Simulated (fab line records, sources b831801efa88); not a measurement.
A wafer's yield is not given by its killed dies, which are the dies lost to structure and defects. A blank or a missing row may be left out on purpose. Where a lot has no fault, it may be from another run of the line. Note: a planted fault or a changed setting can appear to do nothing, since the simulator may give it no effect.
Struck lot and sound lot, side by side + flow gf180mcu + 14 out of 602 route steps
Sound: wafers L898.1, L898.2, L898.3. The struck wafers were L904.1, L904.2, L904.6. Last of all comes the cause.
Each step with rows lists, per side, the tool, then ch with its chambers, then its first start. Under that, the readings that differ: sound wafers + struck wafers + difference of the means + sigmas: that difference in standard deviations of wafers without a fault.
alike: words and numbers the same on both sides, and readings whose means are apart by under 2 such deviations; not compared: readings that were withheld, readings missing a value for some wafer, numbers with overlapping values and no deviation given by the record, and bounds like >300 which may hide the same value.
The two part at a step that has a row with sigmas, a row that says differs or no value, or rows on one side only. When numbers do not overlap yet have no deviation, they are printed without sigmas and do not part them. Lack of a reading on every wafer of one side parts them only where that side has two or more wafers.

GF_M3_SPUTTER_00: material Ti, target thk 37.5 nm, time 150 s.
  sound on pvd-sputter-04 at day 20 10:08; struck on pvd-sputter-03 at day 22 23:16
  alike: cathode-dc-power-W, chamber-pressure-pa, throttle-valve-pct
GF_M3_SPUTTER_01: material TiN, target thk 30 nm, time 25 s.
  sound on pvd-sputter-04 at day 20 10:14; struck on pvd-sputter-03 at day 22 23:22
  alike: cathode-dc-power-W, chamber-pressure-pa, throttle-valve-pct
GF_M3_SPUTTER_02: material AlCu, target thk 450 nm, time 23.9 s.
  sound on pvd-sputter-04 at day 20 10:16; struck on pvd-sputter-03 at day 22 23:24
  alike: cathode-dc-power-W, chamber-pressure-pa, throttle-valve-pct
GF_M3_SPUTTER_03: material Ti, target thk 10 nm, time 6.7 s.
  sound on pvd-sputter-04 at day 20 10:18; struck on pvd-sputter-03 at day 22 23:26
| reading                | sound                | struck               | difference | sigmas |
|------------------------|----------------------|----------------------|------------|--------|
| cathode-dc-power-W (W) | 2999.3 2999.7 2999.4 | 3001.4 2999.9 3000.5 | +1.1       | +2     |
  alike: chamber-pressure-pa, throttle-valve-pct
GF_M3_SPUTTER_04: material TiN, target thk 50 nm, time 41.7 s.
  sound on pvd-sputter-04 at day 20 10:19; struck on pvd-sputter-03 at day 22 23:27
  alike: cathode-dc-power-W, chamber-pressure-pa, throttle-valve-pct
GF_M3_RS_MEAS_05: uses a four-point probe to measure.
  sound on film-metro-04 at day 20 10:22; struck on film-metro-04 at day 22 23:29
  alike: M3_ALCU_RS
GF_M3_THK_MEAS_06: measures by xrf.
  sound on film-metro-04 at day 20 10:29; struck on film-metro-04 at day 22 23:37
  alike: M3_ALCU_THK
then, 5 steps without rows for these wafers: GF_M3_DEHYDRATE_07 (time 60 s); GF_M3_HMDS_08 (prime time 60 s); GF_M3_COAT_09 (resist thk 1000 nm); GF_M3_SOFTBAKE_10 (time 60 s); GF_M3_EXPOSE_11 (exposes mask Metal3, target cd 280 nm).
GF_M3_PEB_12: peb time 90 s.
  struck on litho-track-03, day 23 21:40; sound on litho-track-01 ch 0, day 21 09:25
  no value came back on the struck wafers for chill-plate-temp-C (C), exhaust-pa (Pa); on the sound wafers chill-plate-temp-C (C) reads 23.13 22.96 23.09
then, 1 step without rows for these wafers: GF_M3_DEVELOP_13 (develop time 60 s).

== WHERE THEY PART ==
At GF_M3_SPUTTER_03 first; at GF_M3_PEB_12 last (within this record only).

WHY: whatever the simulator had introduced
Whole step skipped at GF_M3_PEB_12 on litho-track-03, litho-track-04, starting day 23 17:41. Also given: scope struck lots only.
